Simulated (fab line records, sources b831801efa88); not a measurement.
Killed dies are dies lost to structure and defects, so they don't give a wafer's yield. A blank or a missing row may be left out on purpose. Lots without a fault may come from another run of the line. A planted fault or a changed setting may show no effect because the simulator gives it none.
One fault seen from 2 desks | flow sky130 | each desk has only its own numbers; what lay behind them comes last

THE TOOL OWNER'S DESK: implanter-01
The tool's own readings at SKY_VT_ADJUST_HVTR_IMPLANT_09: means of the sampled wafers that have a number, for each lot that ran on this tool. A lot is out of limits, marked OUT, if its mean lies more than 4 standard deviations from the usual mean; the brackets give that distance.
Columns: A = beam_on_s at SKY_VT_ADJUST_HVTR_IMPLANT_09, usual 9.99 s; B = end_station_pressure_torr at SKY_VT_ADJUST_HVTR_IMPLANT_09, usual 5.04e-06 Torr; C = faraday_current_uA at SKY_VT_ADJUST_HVTR_IMPLANT_09, usual 11.86
lot  | first seen here | A               | B        | C
L836 | day 10 03:41    | 10.06           | 4.93e-06 | 11.75
L842 | day 11 17:29    | 9.91            | 4.78e-06 | 11.97
L843 | day 12 05:44    | 10.14           | 5.12e-06 | 11.70
L844 | day 12 08:56    | 9.41            | 5.02e-06 | 12.72
L845 | day 12 19:12    | 9.00 (-5.0) OUT | 5.16e-06 | 13.34 (+6.4) OUT
L846 | day 13 03:30    | 9.41            | 4.88e-06 | 12.74
L855 | day 16 05:55    | 9.96            | 5.10e-06 | 11.89
L857 | day 16 16:02    | 9.91            | 4.95e-06 | 11.94
This desk's finding: out of limits on L845; first on L845, day 12 19:12 (beam_on_s at SKY_VT_ADJUST_HVTR_IMPLANT_09). In limits: L836, L842, L843, L844, L846, L855, L857.

THE METROLOGY DESK
What the gauges read, lot by lot, whatever tool the lot ran on: means of the sampled wafers that have a number. A lot is out of limits, marked OUT, if its mean lies more than 4 standard deviations from the usual mean; the brackets give that distance.
Columns: A = VT_ADJUST_HVTP_TW at SKY_VT_ADJUST_HVTP_TW_MEAS_11, usual 1342; B = VT_ADJUST_LVTN_2_TW at SKY_VT_ADJUST_LVTN_TW_MEAS_21, usual 186.5; C = VT_ADJUST_HVTR_TW at SKY_VT_ADJUST_HVTR_TW_MEAS_11, usual 209.7; D = VT_ADJUST_PCH_TW at SKY_VT_ADJUST_PCH_TW_MEAS_10, usual 141.7
lot  | first seen here | A    | B     | C                | D
L834 | day 6 03:56     | 1344 | 186.7 | 207.7            | 141.6
L836 | day 6 16:31     | 1355 | 185.5 | 209.9            | 142.0
L838 | day 7 02:08     | 1335 | 186.2 | 210.9            | 141.3
L840 | day 7 16:01     | 1338 | 186.8 | 208.9            | 141.4
L842 | day 8 00:23     | 1339 | 185.7 | 210.9            | 140.8
L843 | day 8 10:41     | 1348 | 186.5 | 210.5            | 142.0
L844 | day 8 15:02     | 1338 | 186.3 | 206.3            | 142.4
L845 | day 8 22:47     | 1334 | 187.4 | 202.4 (-7.4) OUT | 141.9
L846 | day 9 05:26     | 1340 | 185.5 | 206.5            | 140.8
L852 | day 11 03:05    | 1342 | 186.8 | 209.1            | 142.4
L854 | day 11 11:38    | 1342 | 187.4 | 210.1            | 142.3
L855 | day 11 22:31    | 1347 | 186.3 | 210.6            | 140.7
L857 | day 12 06:43    | 1334 | 187.9 | 209.3            | 140.9
This desk's finding: out of limits on L845; first on L845, day 12 19:26 (VT_ADJUST_HVTR_TW at SKY_VT_ADJUST_HVTR_TW_MEAS_11). In limits: L834, L836, L838, L840, L842, L843, L844, L846, L852, L854, L855, L857.

PUT TOGETHER
The tool owner's desk could have raised an alarm at day 12 19:12, on L845.
The metrology desk could have raised an alarm at day 12 19:26, on L845.
Of the lots named, all ran SKY_VT_ADJUST_HVTR_IMPLANT_09 on implanter-01.

WHAT THE SIMULATOR HAD PUT IN
Process parameter drift: implanter-01, from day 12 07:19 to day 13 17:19, at SKY_VT_ADJUST_HVTR_IMPLANT_09. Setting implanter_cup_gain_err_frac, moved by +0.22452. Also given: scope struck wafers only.
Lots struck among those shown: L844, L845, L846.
Hours from the fault's start to each desk's first reading out of limits: the tool owner's desk, 12; the metrology desk, 12.
